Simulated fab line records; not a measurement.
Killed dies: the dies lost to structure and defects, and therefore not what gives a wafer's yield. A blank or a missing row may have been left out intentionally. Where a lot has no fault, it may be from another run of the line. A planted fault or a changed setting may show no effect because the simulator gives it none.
Chamber matching -- flow sky130 -- rie_diel-03 running SKY_FIELD_ISO_ETCH_15: 4 sister chambers
The step etches the open film in CHF3/O2, stops on Si, target depth 180 nm, time 72 s. 20 wafers are shown with their chamber, then 10 later ones without.

## WAFERS PAIRED WITH THEIR CHAMBERS
wafer,chamber,drypump_motor_current_A (A),rf_fwd_power_W (W),throttle_valve_pct (%)
L074.1,2,5.7,601.1,8.846
L074.2,1,5.0,594.4,8.851
L074.5,1,5.0,594.5,8.830
L076.1,0,5.1,594.8,8.848
L076.3,1,5.0,594.5,8.843
L076.4,2,5.7,597.6,8.856
L078.2,0,5.1,592.5,8.855
L078.3,3,5.3,594.3,8.833
L078.4,1,5.0,591.4,8.856
L081.2,1,5.0,594.6,8.860
L081.3,0,5.1,593.4,8.846
L081.5,1,5.0,595.3,8.844
L082.2,0,5.1,593.9,8.849
L082.4,1,5.0,597.0,8.835
L082.6,0,5.1,592.6,8.846
L087.1,2,5.7,595.4,8.853
L087.2,0,5.1,591.4,8.848
L087.4,0,5.1,594.2,8.842
L088.1,2,5.8,597.5,8.842
L088.3,0,5.1,590.5,8.837

SIGNATURES, as means of the wafers listed above
reading,chamber 0,chamber 1,chamber 2,chamber 3,scatter within a chamber
drypump_motor_current_A,5.100,5.000,5.725,5.300,0.0217
rf_fwd_power_W,592.913,594.529,597.900,594.300,1.73
throttle_valve_pct,8.84638,8.84557,8.84925,8.83300,0.00801
Rule: a wafer's distance from a chamber is the root of the sum, over the readings, of the square of ((its reading less the chamber's mean) divided by the reading's scatter). The wafer belongs to the nearest chamber; if the next one is less than 2 further off, it can't be placed. The scatter is the square root of a quotient: the sum, over the shown wafers, of each reading's squared deviation from its chamber's mean, divided by wafers minus chambers.

## WAFERS MISSING THEIR CHAMBER
wafer,drypump_motor_current_A (A),rf_fwd_power_W (W),throttle_valve_pct (%)
L088.6,5.0,593.6,8.855
L090.1,5.0,597.2,8.844
L090.4,5.2,596.3,8.836
L090.6,5.8,601.8,8.835
L091.4,5.0,594.5,8.843
L091.5,5.3,598.7,8.852
L091.6,5.7,594.8,8.857
L094.2,5.1,595.9,8.844
L094.3,5.0,597.2,8.861
L094.4,5.3,597.1,8.865

## THE CHAMBER EACH PASSED THROUGH
wafer,from the rows above,in truth
L088.6,1,1
L090.1,1,1
L090.4,can't be placed: 3 or 0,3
L090.6,2,2
L091.4,1,1
L091.5,3,3
L091.6,2,2
L094.2,0,0
L094.3,1,1
L094.4,3,3
Correctly placed: 9 of 10. Not placeable from these rows: 1 (in 1, the candidates include the true chamber). Number placed wrongly: 0.
